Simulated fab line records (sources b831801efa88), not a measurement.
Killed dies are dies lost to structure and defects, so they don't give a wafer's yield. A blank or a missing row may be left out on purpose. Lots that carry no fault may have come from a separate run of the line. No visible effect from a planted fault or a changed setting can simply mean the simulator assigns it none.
Matching of chambers | flow sky130 | SKY_VIA4_ETCH_12 on rie-diel-03: 4 sister chambers
The step etches SiO2 in C4F8/O2/Ar, stops on TiN, target depth 580 nm. 4 wafers are shown with their chamber, then 7 later ones without.

WAFERS PAIRED WITH THEIR CHAMBERS
wafer  | chamber | oes-product-au (a.u.)
L783.2 | 2       | 0.923
L783.4 | 3       | 0.919
L784.2 | 0       | 0.925
L784.5 | 1       | 0.929

WAFERS WHOSE CHAMBER IS MISSING
wafer  | oes-product-au (a.u.)
L784.6 | 0.925
L786.1 | 0.917
L786.3 | 0.934
L786.4 | 0.925
L789.3 | 0.924
L789.4 | 0.919
L789.5 | 0.923

THE CHAMBER EACH PASSED THROUGH
wafer  | from the rows above               | in truth
L784.6 | can't be placed: 0 or 2 or 1      | 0
L786.1 | can't be placed: 3 or 2           | 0
L786.3 | can't be placed: 1 or 0           | 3
L786.4 | can't be placed: 0 or 2 or 1      | 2
L789.3 | can't be placed: 0 or 2 or 1 or 3 | 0
L789.4 | can't be placed: 3 or 2           | 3
L789.5 | can't be placed: 2 or 0 or 3      | 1
Correct placement for 0 of the 7. From these rows, 7 cannot be placed; in 4 the true chamber is one of the candidates. Number placed wrongly: 0.
How it was worked out, from the rows above alone: a wafer's distance from a chamber is the root of the sum, over the readings, of the square of ((its reading less the chamber's mean) divided by the reading's scatter). If the next closest chamber is less than 2 further off than the closest, the wafer can't be placed; otherwise it belongs to the closest. For every chamber, the mean is computed from those of its wafers that are shown. The scatter: root of mean squared gap, hidden wafer to nearest shown wafer, with one shown wafer a chamber.
